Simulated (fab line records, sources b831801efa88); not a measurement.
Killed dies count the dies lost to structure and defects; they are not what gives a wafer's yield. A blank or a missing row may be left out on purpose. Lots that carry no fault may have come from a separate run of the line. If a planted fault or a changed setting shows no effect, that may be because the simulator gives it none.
Which of the tools did it? | flow sky130 | 36 wafers from 12 lots sampled at 3 of the route's 708 steps

== WHAT THE GAUGES SHOWED, per wafer ==
SKY_SD_N_CD_MEAS_07: the cd target is 380 nm. Usual: 379.2 nm for cdNm, sd 2.9.
lot  | measured     | on       | cdNm (nm)         | flag
L428 | day 27 21:11 | cdSem-01 | 383.8 383.5 380.1 | 
L429 | day 28 07:03 | cdSem-02 | 376.0 373.2 378.3 | 
L432 | day 29 08:43 | cdSem-01 | 385.0 383.9 383.8 | 
L433 | day 29 15:53 | cdSem-02 | 377.6 377.8 380.1 | 
L434 | day 30 02:13 | cdSem-01 | 375.4 373.6 375.7 | 
L443 | day 33 06:52 | cdSem-02 | 374.4 373.6 374.8 | 
L444 | day 33 12:13 | cdSem-02 | 377.2 375.9 376.9 | 
L445 | day 33 15:46 | cdSem-02 | 383.7 384.7 384.2 | 
L447 | day 34 14:16 | cdSem-02 | 377.9 379.9 379.1 | 
L448 | day 34 20:15 | cdSem-01 | 380.1 381.4 382.2 | 
L449 | day 35 06:51 | cdSem-02 | 382.3 381.3 379.5 | 
L450 | day 35 10:23 | cdSem-01 | 379.7 375.4 376.2 | 

SKY_SD_N_RS_MEAS_17: uses a four-point probe to measure. Usual: SD_P_RS 147.1 ohm/sq, standard deviation 0.4.
lot  | measured     | on           | SD_P_RS (ohm/sq)  | flag
L428 | day 27 22:08 | filmMetro-02 | 147.6 147.3 147.5 | 
L429 | day 28 08:01 | filmMetro-03 | 147.5 147.5 147.5 | 
L432 | day 29 09:40 | filmMetro-04 | 147.3 146.9 147.2 | 
L433 | day 29 16:51 | filmMetro-04 | 146.7 146.4 146.8 | 
L434 | day 30 03:10 | filmMetro-02 | 147.2 147.2 146.6 | 
L443 | day 33 07:49 | filmMetro-03 | 147.8 147.6 147.4 | 
L444 | day 33 13:10 | filmMetro-03 | 146.8 146.6 146.9 | 
L445 | day 33 16:43 | filmMetro-02 | 146.9 147.3 147.1 | 
L447 | day 34 15:13 | filmMetro-02 | 147.3 147.3 147.4 | 
L448 | day 34 21:13 | filmMetro-04 | 147.0 147.3 147.2 | 
L449 | day 35 07:49 | filmMetro-03 | 147.3 147.2 146.8 | 
L450 | day 35 11:21 | filmMetro-03 | 147.0 147.4 147.2 | 

== TOOL THAT RAN EACH LOT (tool first, then ch and the chambers of the sampled wafers, then the start) ==
lot  | SKY_SD_N_RTA_14
L428 | rtpAnneal-02 ch 0, day 27 21:50
L429 | rtpAnneal-01 ch 0, day 28 07:41
L432 | rtpAnneal-02 ch 0, day 29 09:22
L433 | rtpAnneal-01 ch 0, day 29 16:34
L434 | rtpAnneal-02 ch 0, day 30 02:53
L443 | rtpAnneal-01 ch 0, day 33 07:32
L444 | rtpAnneal-01 ch 0, day 33 12:52
L445 | rtpAnneal-01 ch 0, day 33 16:25
L447 | rtpAnneal-01 ch 0, day 34 14:56
L448 | rtpAnneal-01 ch 0, day 34 20:54
L449 | rtpAnneal-01 ch 0, day 35 07:30
L450 | rtpAnneal-01 ch 0, day 35 11:02
- SKY_SD_N_RTA_14: time 2 s.

== WHAT THE TOOLS THEMSELVES READ (means of the sampled wafers that have a number; where no wafer has one, the mark that the record gives instead) ==
SKY_SD_N_RTA_14. Usual: annealTempCMax 1080.9, standard deviation 1.1; lampPowerPct 15.74 %, standard deviation 0.053; wafer_temp_C_max 1078.1, standard deviation 1.4.
lot  | tool         | annealTempCMax | lampPowerPct (%) | wafer_temp_C_max | flag
L428 | rtpAnneal-02 | 1079.2         | 15.72            | 1078.9           | 
L429 | rtpAnneal-01 | 1080.7         | 15.70            | 1078.1           | 
L432 | rtpAnneal-02 | 1080.6         | 15.73            | 1079.3           | 
L433 | rtpAnneal-01 | 1080.2         | 15.73            | 1077.6           | 
L434 | rtpAnneal-02 | 1081.8         | 15.72            | 1079.0           | 
L443 | rtpAnneal-01 | 1081.0         | 15.75            | 1078.7           | 
L444 | rtpAnneal-01 | 1082.7         | 15.77            | 1077.7           | 
L445 | rtpAnneal-01 | 1081.8         | 15.75            | 1077.8           | 
L447 | rtpAnneal-01 | 1082.1         | 15.80            | 1077.8           | 
L448 | rtpAnneal-01 | 1080.5         | 15.77            | 1079.6           | 
L449 | rtpAnneal-01 | 1082.3         | 15.71            | 1077.5           | 
L450 | rtpAnneal-01 | 1082.0         | 15.74            | 1077.2           | 

== THE ANSWER, worked out from the rows above alone ==
Rule: lot off if the mean of its wafers having a number is beyond 3 standard deviations from the usual mean. A lot without any number at a reading at which 4 lots or more have one is off too. Where the step has rows for the other lots, those lots are counted as sound. After the gauges, taken in route order, come the tools' own readings; for these a lot's mean is taken, as printed above. At the first step where some lot is off, the reading lying furthest off is the one used; lots without a number count as furthest.
None of the lots is off at any reading shown; this tells nothing.

== WHAT HAD BEEN PUT IN BY THE SIMULATOR ==
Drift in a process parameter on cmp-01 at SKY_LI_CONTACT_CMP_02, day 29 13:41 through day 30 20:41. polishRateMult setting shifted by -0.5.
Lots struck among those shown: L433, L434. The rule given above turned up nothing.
